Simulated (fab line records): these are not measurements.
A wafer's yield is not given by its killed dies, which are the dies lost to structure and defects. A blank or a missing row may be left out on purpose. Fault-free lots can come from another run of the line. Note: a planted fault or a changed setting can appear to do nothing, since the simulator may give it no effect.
A sampling plan put to the test ; flow gf180mcu ; one line in one fab, 53 faults in these records, each fault weighed on the records of the lots it struck
What counts as the plan is the set of the line's own looks, namely the steps on the route at which a gauge or an inspection reads a wafer and does not change it. A look is open to judgement when struck wafers have a number at it and the file gives its usual mean and standard deviation on fault-free wafers. Caught: the struck wafers' mean, at a look after the fault's first step, is 4 or more of those standard deviations (sigma) away from the usual mean. On the tool: the fault's steps, tested the same way using the tool's own readings. If the struck wafers alone have a blank record, or they carry another recipe, that too counts as caught.

THE FAULTS, as the simulator had put them in
1. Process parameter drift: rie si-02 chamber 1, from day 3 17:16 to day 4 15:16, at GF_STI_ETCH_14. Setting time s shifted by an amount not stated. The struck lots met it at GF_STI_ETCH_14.
2. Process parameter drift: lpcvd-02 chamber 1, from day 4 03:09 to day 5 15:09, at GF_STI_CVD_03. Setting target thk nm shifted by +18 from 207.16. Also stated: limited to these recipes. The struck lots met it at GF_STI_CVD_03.
3. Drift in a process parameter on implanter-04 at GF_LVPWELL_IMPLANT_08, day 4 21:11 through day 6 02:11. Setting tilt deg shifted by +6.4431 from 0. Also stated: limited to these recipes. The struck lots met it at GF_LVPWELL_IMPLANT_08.
4. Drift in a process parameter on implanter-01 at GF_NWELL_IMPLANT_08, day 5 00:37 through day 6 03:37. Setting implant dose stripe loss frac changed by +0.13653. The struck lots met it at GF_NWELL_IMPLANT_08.
5. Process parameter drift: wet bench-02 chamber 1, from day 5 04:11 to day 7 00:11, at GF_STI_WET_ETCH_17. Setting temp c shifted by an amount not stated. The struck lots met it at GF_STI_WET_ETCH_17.
6. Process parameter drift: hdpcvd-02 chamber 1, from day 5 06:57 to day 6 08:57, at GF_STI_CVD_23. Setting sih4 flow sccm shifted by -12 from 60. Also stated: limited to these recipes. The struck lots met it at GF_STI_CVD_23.
7. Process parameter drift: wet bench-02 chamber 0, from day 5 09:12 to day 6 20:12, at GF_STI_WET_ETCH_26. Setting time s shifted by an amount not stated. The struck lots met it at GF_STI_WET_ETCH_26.
8. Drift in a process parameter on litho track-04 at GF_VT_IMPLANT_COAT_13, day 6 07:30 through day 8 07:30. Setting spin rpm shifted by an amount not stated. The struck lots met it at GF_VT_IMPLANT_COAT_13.
9. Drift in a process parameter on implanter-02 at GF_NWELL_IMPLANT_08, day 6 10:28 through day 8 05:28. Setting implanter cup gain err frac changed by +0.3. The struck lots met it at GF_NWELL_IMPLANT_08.
10. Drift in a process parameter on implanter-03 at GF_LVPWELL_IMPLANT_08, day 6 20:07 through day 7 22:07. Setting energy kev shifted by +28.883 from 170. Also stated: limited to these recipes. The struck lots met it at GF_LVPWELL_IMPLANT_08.
11. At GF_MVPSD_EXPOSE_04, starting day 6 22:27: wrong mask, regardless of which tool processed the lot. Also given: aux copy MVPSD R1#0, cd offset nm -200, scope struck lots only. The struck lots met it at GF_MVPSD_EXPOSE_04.
12. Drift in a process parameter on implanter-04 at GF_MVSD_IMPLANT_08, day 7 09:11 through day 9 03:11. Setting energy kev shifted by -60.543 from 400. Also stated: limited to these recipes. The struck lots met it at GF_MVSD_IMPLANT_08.
13. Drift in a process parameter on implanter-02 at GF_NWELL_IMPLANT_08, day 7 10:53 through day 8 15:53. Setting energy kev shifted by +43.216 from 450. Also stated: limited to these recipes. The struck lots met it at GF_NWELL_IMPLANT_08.
14. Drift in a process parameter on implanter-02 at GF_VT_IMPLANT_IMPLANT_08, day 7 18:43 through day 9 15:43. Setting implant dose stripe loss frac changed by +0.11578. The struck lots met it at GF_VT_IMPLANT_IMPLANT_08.
15. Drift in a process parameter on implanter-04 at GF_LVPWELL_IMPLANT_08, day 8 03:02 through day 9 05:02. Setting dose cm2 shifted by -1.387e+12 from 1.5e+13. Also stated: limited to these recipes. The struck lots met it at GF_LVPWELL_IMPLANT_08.
16. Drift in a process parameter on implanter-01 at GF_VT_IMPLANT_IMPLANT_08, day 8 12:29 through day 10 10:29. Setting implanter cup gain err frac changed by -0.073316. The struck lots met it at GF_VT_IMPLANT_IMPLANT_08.
17. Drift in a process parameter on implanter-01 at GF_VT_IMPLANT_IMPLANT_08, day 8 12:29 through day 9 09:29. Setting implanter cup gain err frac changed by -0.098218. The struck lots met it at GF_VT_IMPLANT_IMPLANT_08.
18. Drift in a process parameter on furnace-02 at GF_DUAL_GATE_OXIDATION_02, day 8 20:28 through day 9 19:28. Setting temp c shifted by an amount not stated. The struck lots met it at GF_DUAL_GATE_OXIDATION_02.
19. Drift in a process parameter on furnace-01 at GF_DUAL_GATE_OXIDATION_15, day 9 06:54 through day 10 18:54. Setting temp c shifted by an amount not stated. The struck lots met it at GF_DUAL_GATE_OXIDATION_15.
20. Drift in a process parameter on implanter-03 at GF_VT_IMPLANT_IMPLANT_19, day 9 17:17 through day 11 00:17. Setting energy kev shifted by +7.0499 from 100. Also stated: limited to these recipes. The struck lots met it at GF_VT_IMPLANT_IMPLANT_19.
21. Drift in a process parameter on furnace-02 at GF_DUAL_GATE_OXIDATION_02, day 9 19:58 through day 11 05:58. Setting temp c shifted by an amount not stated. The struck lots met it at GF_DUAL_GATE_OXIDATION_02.
22. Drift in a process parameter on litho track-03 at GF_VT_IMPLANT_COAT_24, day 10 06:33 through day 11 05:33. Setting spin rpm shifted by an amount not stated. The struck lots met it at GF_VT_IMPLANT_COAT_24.
23. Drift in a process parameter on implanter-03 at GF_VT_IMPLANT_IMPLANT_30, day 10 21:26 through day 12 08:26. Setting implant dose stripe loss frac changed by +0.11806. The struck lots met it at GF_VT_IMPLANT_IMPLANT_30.
24. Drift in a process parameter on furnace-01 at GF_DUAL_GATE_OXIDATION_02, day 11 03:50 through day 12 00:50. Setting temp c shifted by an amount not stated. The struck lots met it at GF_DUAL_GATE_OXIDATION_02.
25. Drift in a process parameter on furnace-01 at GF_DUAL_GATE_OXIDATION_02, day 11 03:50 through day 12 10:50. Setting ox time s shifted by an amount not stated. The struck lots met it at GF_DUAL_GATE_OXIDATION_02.
26. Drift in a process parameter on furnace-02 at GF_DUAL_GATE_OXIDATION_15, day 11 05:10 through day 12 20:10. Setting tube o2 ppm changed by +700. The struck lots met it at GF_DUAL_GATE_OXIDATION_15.
27. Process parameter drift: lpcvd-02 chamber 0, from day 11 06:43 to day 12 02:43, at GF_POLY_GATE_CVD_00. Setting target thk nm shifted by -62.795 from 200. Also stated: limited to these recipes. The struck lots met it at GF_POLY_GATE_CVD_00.
28. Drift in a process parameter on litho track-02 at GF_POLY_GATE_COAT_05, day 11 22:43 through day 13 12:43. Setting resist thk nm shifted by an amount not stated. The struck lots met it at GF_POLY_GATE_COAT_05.
29. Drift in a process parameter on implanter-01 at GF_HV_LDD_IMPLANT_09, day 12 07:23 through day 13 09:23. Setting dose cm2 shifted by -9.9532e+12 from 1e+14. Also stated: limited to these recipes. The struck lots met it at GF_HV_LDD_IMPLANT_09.
30. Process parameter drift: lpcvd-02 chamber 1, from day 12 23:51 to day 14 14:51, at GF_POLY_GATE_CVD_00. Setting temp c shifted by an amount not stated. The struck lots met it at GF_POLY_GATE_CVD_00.
31. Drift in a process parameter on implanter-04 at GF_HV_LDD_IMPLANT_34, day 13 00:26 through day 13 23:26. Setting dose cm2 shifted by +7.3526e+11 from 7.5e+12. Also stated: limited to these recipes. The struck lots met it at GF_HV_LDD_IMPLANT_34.
32. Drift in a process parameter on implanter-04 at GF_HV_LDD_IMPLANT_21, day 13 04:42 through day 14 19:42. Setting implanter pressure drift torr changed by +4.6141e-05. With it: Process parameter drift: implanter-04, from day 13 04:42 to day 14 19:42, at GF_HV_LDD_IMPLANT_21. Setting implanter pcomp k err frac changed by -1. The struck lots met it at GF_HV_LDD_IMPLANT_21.
33. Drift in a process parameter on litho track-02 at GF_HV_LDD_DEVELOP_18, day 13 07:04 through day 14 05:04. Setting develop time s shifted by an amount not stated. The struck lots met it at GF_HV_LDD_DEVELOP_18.
34. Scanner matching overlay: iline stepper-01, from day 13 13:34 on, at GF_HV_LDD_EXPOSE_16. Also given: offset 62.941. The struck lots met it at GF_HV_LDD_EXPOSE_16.
35. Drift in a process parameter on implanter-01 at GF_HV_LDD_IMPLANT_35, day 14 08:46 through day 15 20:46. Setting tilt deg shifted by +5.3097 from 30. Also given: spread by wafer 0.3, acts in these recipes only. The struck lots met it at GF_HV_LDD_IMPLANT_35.
36. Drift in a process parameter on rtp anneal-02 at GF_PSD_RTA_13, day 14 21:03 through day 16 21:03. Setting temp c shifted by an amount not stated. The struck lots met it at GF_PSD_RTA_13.
37. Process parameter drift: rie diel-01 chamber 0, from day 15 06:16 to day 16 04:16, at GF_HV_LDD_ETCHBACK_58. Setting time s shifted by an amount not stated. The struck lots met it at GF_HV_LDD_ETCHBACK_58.
38. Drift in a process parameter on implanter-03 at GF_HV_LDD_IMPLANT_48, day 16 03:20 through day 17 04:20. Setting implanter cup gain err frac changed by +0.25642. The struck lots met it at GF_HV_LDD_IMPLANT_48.
39. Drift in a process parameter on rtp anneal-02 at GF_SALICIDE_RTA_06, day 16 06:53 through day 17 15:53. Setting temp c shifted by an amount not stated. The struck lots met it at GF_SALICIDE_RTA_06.
40. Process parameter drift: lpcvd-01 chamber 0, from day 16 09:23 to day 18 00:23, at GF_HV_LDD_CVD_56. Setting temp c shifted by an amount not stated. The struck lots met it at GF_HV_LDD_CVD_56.
41. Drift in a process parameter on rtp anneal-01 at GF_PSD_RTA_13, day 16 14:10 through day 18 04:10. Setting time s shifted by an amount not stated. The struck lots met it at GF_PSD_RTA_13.
42. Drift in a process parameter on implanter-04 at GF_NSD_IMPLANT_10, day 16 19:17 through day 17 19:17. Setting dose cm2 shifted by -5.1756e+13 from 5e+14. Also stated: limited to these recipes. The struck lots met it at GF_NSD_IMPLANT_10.
43. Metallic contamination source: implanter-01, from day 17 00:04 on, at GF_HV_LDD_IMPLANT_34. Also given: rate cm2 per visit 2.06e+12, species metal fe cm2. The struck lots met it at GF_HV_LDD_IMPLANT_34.
44. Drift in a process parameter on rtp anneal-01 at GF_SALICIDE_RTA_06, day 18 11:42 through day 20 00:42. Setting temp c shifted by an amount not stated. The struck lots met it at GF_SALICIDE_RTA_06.
45. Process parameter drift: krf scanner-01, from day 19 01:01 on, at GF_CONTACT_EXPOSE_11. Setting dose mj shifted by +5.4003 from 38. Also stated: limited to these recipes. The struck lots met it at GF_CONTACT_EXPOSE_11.
46. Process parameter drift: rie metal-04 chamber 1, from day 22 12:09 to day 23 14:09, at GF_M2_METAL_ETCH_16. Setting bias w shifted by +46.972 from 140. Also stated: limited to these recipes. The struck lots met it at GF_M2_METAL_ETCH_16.
47. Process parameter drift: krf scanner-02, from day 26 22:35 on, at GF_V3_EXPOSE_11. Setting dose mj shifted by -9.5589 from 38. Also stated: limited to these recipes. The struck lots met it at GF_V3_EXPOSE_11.
48. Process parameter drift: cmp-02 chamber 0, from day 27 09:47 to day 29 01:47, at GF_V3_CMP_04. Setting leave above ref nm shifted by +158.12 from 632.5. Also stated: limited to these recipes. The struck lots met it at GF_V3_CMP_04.
49. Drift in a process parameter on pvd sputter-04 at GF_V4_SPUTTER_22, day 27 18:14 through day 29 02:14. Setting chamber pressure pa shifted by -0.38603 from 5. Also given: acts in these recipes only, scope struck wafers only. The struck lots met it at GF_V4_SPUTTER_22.
50. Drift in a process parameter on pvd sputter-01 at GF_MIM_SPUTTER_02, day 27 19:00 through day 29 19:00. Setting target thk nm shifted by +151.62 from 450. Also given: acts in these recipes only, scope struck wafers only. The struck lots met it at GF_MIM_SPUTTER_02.
51. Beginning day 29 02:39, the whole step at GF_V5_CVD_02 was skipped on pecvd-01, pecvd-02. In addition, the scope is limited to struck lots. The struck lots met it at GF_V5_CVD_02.
52. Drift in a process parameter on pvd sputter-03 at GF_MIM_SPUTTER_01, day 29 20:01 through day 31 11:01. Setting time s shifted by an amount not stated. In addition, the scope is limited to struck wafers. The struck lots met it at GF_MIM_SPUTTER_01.
53. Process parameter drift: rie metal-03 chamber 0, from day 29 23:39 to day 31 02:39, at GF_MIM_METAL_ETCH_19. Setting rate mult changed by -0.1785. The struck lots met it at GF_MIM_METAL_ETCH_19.

WHAT THE PLAN SAW
fault;on the tool itself;first look that catches it;reading, sigma;median hours from its first step to that look;hours from the fault's start to the first struck lot there;judged looks passed uncaught
1;run length s +14 sigma;no look after it can be judged;-;-;-;0
2;no reading that can be judged;GF_STI_THK_MEAS_04;STI_CVD_03_THK +6.3;2.0;6;0
3;tilt deg +99 or beyond sigma;GF_LVPWELL_TW_MEAS_11;LVPWELL_TW +12;0.4;4;0
4;under 2 sigma;none of the 2 looks that can be judged after it;strongest: NWELL_RS at GF_VT_IMPLANT_RS_MEAS_47, +3.1;-;-;2
5;temp c -99 or beyond sigma;none of the 2 looks that can be judged after it;-;-;-;2
6;sih4 flow sccm -66 sigma;GF_STI_THK_MEAS_24;STI_CVD_23_THK -11;0.1;4;0
7;run length s -21 sigma;none of the 4 looks that can be judged after it;-;-;-;4
8;spin speed rpm +99 or beyond sigma;no look after it can be judged;-;-;-;0
9;faraday current uA +16 sigma;GF_NWELL_TW_MEAS_11;NWELL_TW -8.2;0.4;9;0
10;beam energy keV +99 or beyond sigma;GF_VT_IMPLANT_RS_MEAS_48;LVPWELL_RS -11;107.2;108;0
11;under 2 sigma;no look after it can be judged;-;-;-;0
12;beam energy keV -99 or beyond sigma;GF_VT_IMPLANT_RS_MEAS_46;MVSD_RS +13;90.9;100;0
13;beam energy keV +99 or beyond sigma;GF_VT_IMPLANT_RS_MEAS_47;NWELL_RS -6.5;128.8;134;0
14;no reading that can be judged;none of the 5 looks that can be judged after it;-;-;-;5
15;dose ions cm2 -77 sigma;GF_VT_IMPLANT_RS_MEAS_48;LVPWELL_RS +18;112.8;127;1
16;beam on s +4.9 sigma;GF_VT_IMPLANT_TW_MEAS_10;VT_IMPLANT_TW +4.5;0.2;13;0
17;beam on s +5.8 sigma;GF_VT_IMPLANT_TW_MEAS_10;VT_IMPLANT_TW +7.0;0.2;13;0
18;tube center temp C -86 sigma;GF_DUAL_GATE_THK_MEAS_03;DUAL_GATE_OXIDATION_00_THK -4.8;1.5;4;0
19;tube center temp C +99 or beyond sigma;not the one look that can be judged after it;-;-;-;1
20;beam energy keV +99 or beyond sigma;GF_VT_IMPLANT_TW_MEAS_21;VT_IMPLANT_2_TW +4.8;0.2;7;0
21;tube center temp C -61 sigma;none of the 2 looks that can be judged after it;strongest: DUAL_GATE_OXIDATION_00_THK at GF_DUAL_GATE_THK_MEAS_03, -3.2;-;-;2
22;spin speed rpm +99 or beyond sigma;not the one look that can be judged after it;-;-;-;1
23;under 2 sigma;none of the 2 looks that can be judged after it;strongest: VT_IMPLANT_3_TW at GF_VT_IMPLANT_TW_MEAS_32, -2.9;-;-;2
24;tube center temp C -99 or beyond sigma;GF_DUAL_GATE_THK_MEAS_03;DUAL_GATE_OXIDATION_00_THK -7.9;1.4;6;0
25;under 2 sigma;GF_DUAL_GATE_THK_MEAS_03;DUAL_GATE_OXIDATION_00_THK -4.5;1.4;6;0
26;under 2 sigma;no look after it can be judged;-;-;-;0
27;under 2 sigma;GF_POLY_GATE_THK_MEAS_01;POLY_GATE_CVD_00_THK -36;1.3;5;0
28;under 2 sigma;not the one look that can be judged after it;-;-;-;1
29;dose ions cm2 -90 sigma;GF_HV_LDD_TW_MEAS_11;HV_LDD_TW -4.1;0.3;7;0
30;susceptor temp C +49 sigma;GF_POLY_GATE_THK_MEAS_01;POLY_GATE_CVD_00_THK +38;1.3;16;0
31;dose ions cm2 +87 sigma;no look after it can be judged;-;-;-;0
32;end station pressure torr +99 or beyond sigma;GF_HV_LDD_TW_MEAS_23;HV_LDD_2_TW +4.9;0.2;8;0
33;no reading that can be judged;GF_HV_LDD_CD_MEAS_19;cd nm -23;0.1;11;0
34;under 2 sigma;GF_HV_LDD_OVL_MEAS_20;HV_LDD_01_OVL +47;10.4;16;0
35;no reading that can be judged;no look after it can be judged;-;-;-;0
36;only faintly: lamp power pct +2.0 sigma;GF_PSD_RS_MEAS_14;NSD_RS -24;0.1;4;0
37;run length s -63 sigma;no look after it can be judged;-;-;-;0
38;faraday current uA +13 sigma;GF_HV_LDD_TW_MEAS_50;HV_LDD_4_TW -8.6;0.2;6;0
39;only faintly: lamp power pct -3.4 sigma;no look after it can be judged;-;-;-;0
40;susceptor temp C -50 sigma;GF_HV_LDD_THK_MEAS_57;HV_LDD_CVD_56_THK -38;1.4;36;0
41;run length s -11 sigma;GF_PSD_RS_MEAS_14;NSD_RS +15;0.1;14;0
42;dose ions cm2 -89 sigma;GF_PSD_RS_MEAS_14;NSD_RS +5.8;23.9;28;0
43;under 2 sigma;none of the 7 looks that can be judged after it;-;-;-;7
44;wafer_temp_C_max -99 or beyond sigma;no look after it can be judged;-;-;-;0
45;exposure dose mJ cm2 +99 or beyond sigma;GF_CONTACT_CD_MEAS_14;cd nm +14;12.0;15;0
46;bias w +99 or beyond sigma;not the one look that can be judged after it;-;-;-;1
47;exposure dose mJ cm2 -99 or beyond sigma;GF_V3_CD_MEAS_14;cd nm -34;9.9;17;0
48;time to endpoint s -10 sigma;no look after it can be judged;-;-;-;0
49;chamber pressure pa -41 sigma;no look after it can be judged;-;-;-;0
50;under 2 sigma;no look after it can be judged;-;-;-;0
51;the tool's record is blank for the struck wafers;no look after it can be judged;-;-;-;0
52;under 2 sigma;no look after it can be judged;-;-;-;0
53;oes product au -6.1 sigma;no look after it can be judged;-;-;-;0
Dash: fault not caught, or number not given in these records.

Caught at a look: 27 of 53. Caught on the tool: 36 of 53. By one or the other: 42 of 53.
Caught on the tool alone: faults 1, 5, 7, 8, 19, 21, 22, 31, 37, 44, 46, 48, 49, 51, 53.
Caught at a look alone: faults 2, 25, 27, 33, 34, 36.
Caught by neither: faults 4, 11, 14, 23, 26, 28, 35, 39, 43, 50, 52.

THINNER SAMPLING
If the look that catches a fault measured only every second or every third lot, by lot number, the first struck lot would be measured this late in the worst case:
fault;struck lots at that look, in order of time;every lot;every second lot;every third lot
2;L265, L268;6 h;18 h;may miss all 2
3;L508, L509, L511;4 h;13 h;may miss all 3
6;L146, L148;4 h;may miss all 2;may miss all 2
9;L161, L163;9 h;may miss all 2;may miss all 2
10;L707, L711;108 h;may miss all 2;may miss all 2
12;L807, L810;100 h;122 h;may miss all 2
13;L512, L514;134 h;may miss all 2;may miss all 2
15;L935, L937;127 h;may miss all 2;may miss all 2
16;L861, L862;13 h;18 h;may miss all 2
17;L984, L985;13 h;18 h;may miss all 2
18;L959, L960;4 h;16 h;may miss all 2
20;L748, L750;7 h;may miss all 2;may miss all 2
24;L567, L568;6 h;12 h;may miss all 2
25;L465, L466;6 h;12 h;may miss all 2
27;L500, L501, L502;5 h;9 h;16 h
29;L435, L439;7 h;may miss all 2;may miss all 2
30;L600;16 h;may miss it;may miss it
32;L574, L577;8 h;25 h;may miss all 2
33;L471, L472;11 h;19 h;may miss all 2
34;L944, L945;16 h;24 h;may miss all 2
36;L456, L457, L460;4 h;12 h;may miss all 3
38;L256, L257;6 h;18 h;may miss all 2
40;L526;36 h;may miss it;may miss it
41;L562, L564, L565;14 h;33 h;may miss all 3
42;L230, L232;28 h;may miss all 2;may miss all 2
45;L305, L309;15 h;may miss all 2;may miss all 2
47;L717, L718;17 h;21 h;may miss all 2
The hour figures run from when the fault began to the first measured lot among those it struck. Since the struck wafers were tested as one group against 4 sigma, a single lot by itself may lie under the limit. Other struck lots may not be in these records.

THE LONGEST TIMED WAY FROM STEP TO LOOK
Fault 13: the median time between GF_NWELL_IMPLANT_08 and GF_VT_IMPLANT_RS_MEAS_47 is 128.8 hours. No look between them can be judged.
